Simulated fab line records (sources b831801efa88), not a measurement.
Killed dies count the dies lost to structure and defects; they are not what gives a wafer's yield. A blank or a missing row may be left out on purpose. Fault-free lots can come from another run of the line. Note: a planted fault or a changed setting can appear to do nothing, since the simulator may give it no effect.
Chamber matching    flow sky130    SKY_VIA2_CMP_02 on cmp-01: 4 sister chambers
The step polishes SiO2. 4 wafers are shown with their chamber, then 7 later ones without.

WAFERS WITH THEIR CHAMBER
wafer   chamber  motor current A (A)
L797.1  2        13.1
L803.2  3        11.8
L807.2  0        12.9
L807.4  1        12.0

WAFERS WITHOUT THEIR CHAMBER
wafer   motor current A (A)
L807.6  11.0
L809.2  13.0
L809.5  11.3
L809.6  13.2
L811.2  12.4
L811.4  12.6
L811.6  12.5

WHICH CHAMBER EACH WENT THROUGH
wafer   from the rows above                in truth
L807.6  can't be placed: 3 or 1            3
L809.2  can't be placed: 0 or 2            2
L809.5  can't be placed: 3 or 1            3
L809.6  can't be placed: 2 or 0            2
L811.2  can't be placed: 1 or 0 or 3 or 2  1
L811.4  can't be placed: 0 or 2 or 1 or 3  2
L811.6  can't be placed: 0 or 1 or 2 or 3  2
Correctly placed: 0 of 7. Cannot be placed on the basis of these rows: 7; the candidates contain the true chamber in 7. Placed wrongly: 0.
How it was worked out, from the rows above alone: a wafer's distance from a chamber is the root of the sum, over the readings, of the square of ((its reading less the chamber's mean) divided by the reading's scatter). The wafer belongs to the nearest chamber; if the next one is less than 2 further off, it can't be placed. The mean given for a chamber averages the wafers shown for that chamber. The scatter (one wafer shown for each chamber): square how far every hidden wafer sits from the nearest shown wafer, average those squares and take the square root.
